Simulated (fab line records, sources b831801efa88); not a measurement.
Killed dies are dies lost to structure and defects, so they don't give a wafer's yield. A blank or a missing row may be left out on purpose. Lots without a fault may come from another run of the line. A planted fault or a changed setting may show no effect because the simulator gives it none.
Which tool did it? | flow sky130 | 12 lots, 36 wafers sampled, at 4 steps of a route of 708

WHAT THE GAUGES READ, wafer by wafer
SKY_PASSIVATION_THK_MEAS_01.
lot  | measured     | on            | PASSIVATION_CVD_00_THK (nm)
L535 | day 43 12:29 | film_metro-02 | 91.2 89.7 91.0
L534 | day 43 14:59 | film_metro-01 | 89.6 89.2 89.6
L536 | day 44 04:37 | film_metro-04 | 90.2 90.7 90.1
L537 | day 44 09:52 | film_metro-02 | 88.6 88.9 89.7
L538 | day 44 21:50 | film_metro-01 | 89.1 90.1 90.8
L540 | day 45 13:31 | film_metro-04 | 88.9 89.0 90.1
L541 | day 45 20:11 | film_metro-04 | 90.9 90.7 91.6
L545 | day 46 20:02 | film_metro-01 | 88.4 89.4 90.0
L549 | day 47 12:21 | film_metro-04 | 90.1 90.7 91.7
L550 | day 48 01:28 | film_metro-02 | 89.3 89.7 88.1
L551 | day 48 02:29 | film_metro-04 | 91.2 90.0 90.9
L554 | day 48 18:30 | film_metro-04 | 88.1 86.9 90.7

WHICH TOOL RAN EACH LOT (tool, then ch and the chambers of the sampled wafers, then the start)
lot  | SKY_METAL3_CLEAN_21             | SKY_METAL5_SPUTTER_02        | SKY_METAL5_SPUTTER_04
L535 | wet_bench-03 ch 1, day 38 06:35 | pvd_sputter-02, day 42 13:17 | pvd_sputter-02, day 42 13:21
L534 | wet_bench-01 ch 1, day 38 07:25 | pvd_sputter-04, day 42 15:21 | pvd_sputter-04, day 42 15:25
L536 | wet_bench-01 ch 2, day 38 23:16 | pvd_sputter-04, day 43 05:04 | pvd_sputter-04, day 43 05:08
L537 | wet_bench-01 ch 3, day 39 04:31 | pvd_sputter-02, day 43 11:28 | pvd_sputter-02, day 43 11:32
L538 | wet_bench-01 ch 0, day 39 20:16 | pvd_sputter-02, day 43 23:38 | pvd_sputter-02, day 43 23:42
L540 | wet_bench-03 ch 0, day 40 14:57 | pvd_sputter-04, day 44 16:35 | pvd_sputter-04, day 44 16:40
L541 | wet_bench-01 ch 0, day 40 22:34 | pvd_sputter-04, day 44 22:38 | pvd_sputter-04, day 44 22:43
L545 | wet_bench-01 ch 3, day 42 01:10 | pvd_sputter-04, day 45 22:39 | pvd_sputter-04, day 45 22:43
L549 | wet_bench-02 ch 1, day 42 21:37 | pvd_sputter-02, day 46 14:56 | pvd_sputter-02, day 46 15:01
L550 | wet_bench-01 ch 0, day 43 11:01 | pvd_sputter-04, day 47 05:14 | pvd_sputter-04, day 47 05:19
L551 | wet_bench-01 ch 3, day 43 11:22 | pvd_sputter-04, day 47 05:53 | pvd_sputter-04, day 47 05:57
L554 | wet_bench-02 ch 3, day 44 07:03 | pvd_sputter-04, day 47 23:11 | pvd_sputter-04, day 47 23:15
- SKY_METAL3_CLEAN_21: cleans in IPA, time 180 s.
- SKY_METAL5_SPUTTER_02: material AlCu, target thk 1150 nm, time 61.2 s.
- SKY_METAL5_SPUTTER_04: material TiN, target thk 70 nm, time 58.3 s.

WHAT THE TOOLS THEMSELVES READ (means of the sampled wafers that have a number; where no wafer has one, the mark that the record gives instead)
SKY_METAL3_CLEAN_21.
lot  | tool         | temp_c (C)
L535 | wet_bench-03 | 25.19
L534 | wet_bench-01 | 24.98
L536 | wet_bench-01 | 25.03
L537 | wet_bench-01 | 25.10
L538 | wet_bench-01 | 24.99
L540 | wet_bench-03 | 25.05
L541 | wet_bench-01 | 25.04
L545 | wet_bench-01 | 24.89
L549 | wet_bench-02 | 25.09
L550 | wet_bench-01 | 24.84
L551 | wet_bench-01 | 25.06
L554 | wet_bench-02 | 25.06

SKY_METAL5_SPUTTER_02.
lot  | tool           | throttle_valve_pct (%)
L535 | pvd_sputter-02 | 30.8
L534 | pvd_sputter-04 | 30.2
L536 | pvd_sputter-04 | 29.5
L537 | pvd_sputter-02 | 30.6
L538 | pvd_sputter-02 | 30.1
L540 | pvd_sputter-04 | 29.7
L541 | pvd_sputter-04 | 30.0
L545 | pvd_sputter-04 | 30.1
L549 | pvd_sputter-02 | 30.8
L550 | pvd_sputter-04 | 29.1
L551 | pvd_sputter-04 | 30.2
L554 | pvd_sputter-04 | 29.7

SKY_METAL5_SPUTTER_04.
lot  | tool           | throttle_valve_pct (%)
L535 | pvd_sputter-02 | 30.7
L534 | pvd_sputter-04 | 30.0
L536 | pvd_sputter-04 | 29.4
L537 | pvd_sputter-02 | 30.8
L538 | pvd_sputter-02 | 30.1
L540 | pvd_sputter-04 | 29.7
L541 | pvd_sputter-04 | 30.1
L545 | pvd_sputter-04 | 30.0
L549 | pvd_sputter-02 | 30.9
L550 | pvd_sputter-04 | 29.0
L551 | pvd_sputter-04 | 30.1
L554 | pvd_sputter-04 | 29.7

THE ANSWER, worked out from the rows above alone
Rule: what is usual is taken from the lots themselves. Put in order of their means at a reading, lots are off if they are a third of the lots or fewer, leave a main group of 4 or more, and stand apart from it by a gap of 3 or more times the standard deviation of the main group's means; of several such gaps the widest counts. A main group whose means are all the same, to the digits that the tables above print for the reading, isn't used. A lot without any number at a reading at which 4 lots or more have one is off too. The other lots that the step has rows for count as sound. The gauges are gone through in route order, then the tools' own readings, and for those a lot's mean is taken as printed above. The first step at which some lot is off is used, and at that step the reading that is off furthest; a lot without a number counts as furthest.
No lot is off at any reading shown: from this, nothing can be told.

WHAT THE SIMULATOR HAD PUT IN
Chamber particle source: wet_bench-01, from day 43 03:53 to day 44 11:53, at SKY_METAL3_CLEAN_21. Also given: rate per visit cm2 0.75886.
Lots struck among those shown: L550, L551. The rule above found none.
